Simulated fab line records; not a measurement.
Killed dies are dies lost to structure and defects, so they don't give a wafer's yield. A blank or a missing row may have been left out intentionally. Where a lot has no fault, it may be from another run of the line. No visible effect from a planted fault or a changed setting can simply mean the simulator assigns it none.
Struck lot and sound lot, side by side	flow sky130	42 out of 708 route steps
Sound: these wafers, L591.3, L591.5, L591.6. Wafers struck: L600.3, L600.4, L600.6. The cause is given at the end.
Per side, at each step with rows, come the tool, then ch with its chambers, and then its first start. Under that, the readings that differ: sound wafers	struck wafers	difference of the means	sigmas: that difference in standard deviations of wafers without a fault.
alike: readings whose means differ by less than 2 such deviations, and words and numbers that are the same on both sides. not compared: withheld readings, readings that some wafer has no value for, bounds like >300 that may hide the same value, and numbers for which the record gives no deviation and whose values overlap.
A row with sigmas, a row that says differs or no value, or rows on one side alone: a step with any of these is where the two part. Numbers that don't overlap but have no deviation are shown without sigmas and don't part them. A reading that every wafer of one side lacks parts them only if that side has two wafers or more.

SKY_POLY_CUT_ETCH_10: etches BARC in N2/H2, stops on SiO2, time 45.9 s, target depth 60 nm.
  sound on rie-diel-01 ch 0,1,2, day 24 17:29; struck on rie-diel-01 ch 2,3, day 30 09:41
  alike: drypump-motor-current-A, oes-product-au, throttle-valve-pct
  not compared: rf-hours-counter-h
then, 9 steps without rows for these wafers: SKY_POLY_CUT_ETCH_11 (etches Si3N4 in CF4/CH2F2/Ar, stops on poly-Si, time 42.5 s, target depth 60 nm); SKY_POLY_CUT_STRIP_12 (strips in O2/N2); SKY_SD_P_DEHYDRATE_00 (time 60 s); SKY_SD_P_HMDS_01 (prime time 60 s); SKY_SD_P_COAT_02 (resist thk 1140 nm); SKY_SD_P_SOFTBAKE_03 (time 60 s); SKY_SD_P_EXPOSE_04 (exposes mask PSDM, target cd 380 nm); SKY_SD_P_PEB_05; SKY_SD_P_DEVELOP_06 (develop time 60 s).
SKY_SD_P_CD_MEAS_07 targets a cd of 380 nm.
  sound: cd-sem-01 at day 25 23:08; struck: cd-sem-02 at day 31 13:20
  alike: cd-nm
SKY_SD_P_OVL_MEAS_08:
  sound: overlay-02 at day 25 23:14; struck: overlay-01 at day 31 13:26
  alike: SD_P_OVL
SKY_SD_P_IMPLANT_09:
  sound on implanter-01 ch 0, day 25 23:19; struck on implanter-01 ch 0, day 31 13:31
  alike: beam-on-s, tilt-deg
SKY_SD_P_STRIP_10: strips in O2/N2.
  sound on plasma-asher-02 ch 0,1, day 25 23:26; struck on plasma-asher-04 ch 0,1, day 31 13:38
  alike: drypump-motor-current-A, o2-flow-sccm, oes-product-au, strip-time-to-endpoint-s
  not compared: rf-hours-counter-h
SKY_SD_P_TW_MEAS_11:
  sound: film-metro-01 at day 25 23:32; struck: film-metro-03 at day 31 13:44
reading	sound	struck	difference	sigmas
SD_P_TW	2871 2859 2859	2755 2746 2745	-114	-2
then, 8 steps without rows for these wafers: SKY_RES_XHIGH_DEHYDRATE_00 (time 60 s); SKY_RES_XHIGH_HMDS_01 (prime time 60 s); SKY_RES_XHIGH_COAT_02 (resist thk 1140 nm); SKY_RES_XHIGH_SOFTBAKE_03 (time 60 s); SKY_RES_XHIGH_EXPOSE_04 (exposes mask URPM, target cd 1270 nm); SKY_RES_XHIGH_PEB_05; SKY_RES_XHIGH_DEVELOP_06 (develop time 60 s); SKY_RES_XHIGH_IMPLANT_07.
SKY_RES_XHIGH_STRIP_08: strips in O2/N2.
  sound on plasma-asher-03 ch 0,1, day 27 05:07; struck on plasma-asher-01 ch 0,1, day 32 16:19
reading	sound	struck	difference	sigmas
strip-time-to-endpoint-s (s)	14.23 14.24 14.26	14.36 14.38 14.37	+0.13	+3
  alike: drypump-motor-current-A, o2-flow-sccm, oes-product-au
  not compared: rf-hours-counter-h
SKY_RES_XHIGH_TW_MEAS_09:
  sound: film-metro-03 at day 27 05:12; struck: film-metro-01 at day 32 16:24
reading	sound	struck	difference	sigmas
RES_XHIGH_TW	1603 1610 1608	1668 1676 1661	+61	+2
then, 7 steps without rows for these wafers: SKY_SD_N_DEHYDRATE_00 (time 60 s); SKY_SD_N_HMDS_01 (prime time 60 s); SKY_SD_N_COAT_02 (resist thk 1140 nm); SKY_SD_N_SOFTBAKE_03 (time 60 s); SKY_SD_N_EXPOSE_04 (exposes mask NSDM, target cd 380 nm); SKY_SD_N_PEB_05; SKY_SD_N_DEVELOP_06 (develop time 60 s).
SKY_SD_N_CD_MEAS_07 targets a cd of 380 nm.
  sound: cd-sem-02 at day 28 09:16; struck: cd-sem-01 at day 33 18:49
  alike: cd-nm
SKY_SD_N_OVL_MEAS_08:
  sound: overlay-01 at day 28 09:22; struck: overlay-02 at day 33 18:55
  alike: SD_N_OVL
then, 2 steps without rows for these wafers: SKY_SD_N_IMPLANT_09; SKY_SD_N_IMPLANT_10.
SKY_SD_N_STRIP_11: strips in O2/N2.
  sound on plasma-asher-04 ch 0,1, day 28 09:43; struck on plasma-asher-03 ch 0,1, day 33 19:16
  alike: drypump-motor-current-A, o2-flow-sccm, oes-product-au, strip-time-to-endpoint-s
  not compared: rf-hours-counter-h
SKY_SD_N_TW_MEAS_12:
  sound: film-metro-03 at day 28 09:49; struck: film-metro-01 at day 33 19:22
  alike: SD_N_TW
then, 1 step without rows for these wafers: SKY_SD_N_CLEAN_13 (cleans in SC1/SC2, time 150 s).
SKY_SD_N_RTA_14: time 2 s.
  sound on rtp-anneal-01 ch 0, day 28 09:55; struck on rtp-anneal-01 ch 0, day 33 19:28
  alike: lamp-power-pct, ramp-up-c-per-s, wafer_temp_C_max
SKY_SD_N_RS_MEAS_16: measurement is done with a four-point probe.
  sound: film-metro-01 at day 28 10:07; struck: film-metro-01 at day 33 19:40
  alike: SD_N_RS
-- record jumps: 16 days separate the struck wafers' starts on either side; left off in module SD_N, taken up again in module PAD_OPEN, whose first shown step is the route's number 708 --
SKY_PAD_OPEN_PROBE_99:
  sound: prober-01 at day 46 03:04; struck: prober-01 at day 49 23:32
reading	sound	struck	difference	sigmas
model.etest.res-high-po.line-ohm-um	738.1 761 759.4	813.8 798.7 809.6	+54.5	
model.etest.licon-high-po.rc-ohm	364.3 361.1 359.1	400.1 406.9 389.4	+37.3	
model.etest.res-pdiff.line-ohm-um	1378 1379 1380	1410 1402 1429	+35	
model.etest.res-high-po.rs-ohm-sq	261.9 267.2 263.8	283.6 283.9 278.5	+17.7	
model.etest.res-high-po.rs-ohm-sq-range	11.1 8.817 11.04	20.1 21.19 20.22	+10.2	
model.etest.res-pdiff-hv.rs-ohm-sq	191.5 190.1 192.4	196.6 200.3 199.3	+7.4	
model.etest.res-pdiff.rs-ohm-sq	198.7 198.8 197.9	205.9 204.9 203.7	+6.4	
  alike: killed_at_M0_to_M3, killed_at_M4_up, killed-at-contacts, killed-at-front-end, killed-at-other, killed-dies, killed-open, killed-short
  not compared: model.etest.res-pdiff.rs-ohm-sq-range

WHERE THEY PART
Earliest at SKY_SD_P_TW_MEAS_11; latest, in this record, at SKY_RES_XHIGH_TW_MEAS_09. Later steps at which nothing parts them and some readings are alike: SKY_SD_N_CD_MEAS_07, SKY_SD_N_OVL_MEAS_08, SKY_SD_N_STRIP_11, SKY_SD_N_TW_MEAS_12, SKY_SD_N_RTA_14, SKY_SD_N_RS_MEAS_16, SKY_PAD_OPEN_PROBE_99.

WHY: what had been put in by the simulator
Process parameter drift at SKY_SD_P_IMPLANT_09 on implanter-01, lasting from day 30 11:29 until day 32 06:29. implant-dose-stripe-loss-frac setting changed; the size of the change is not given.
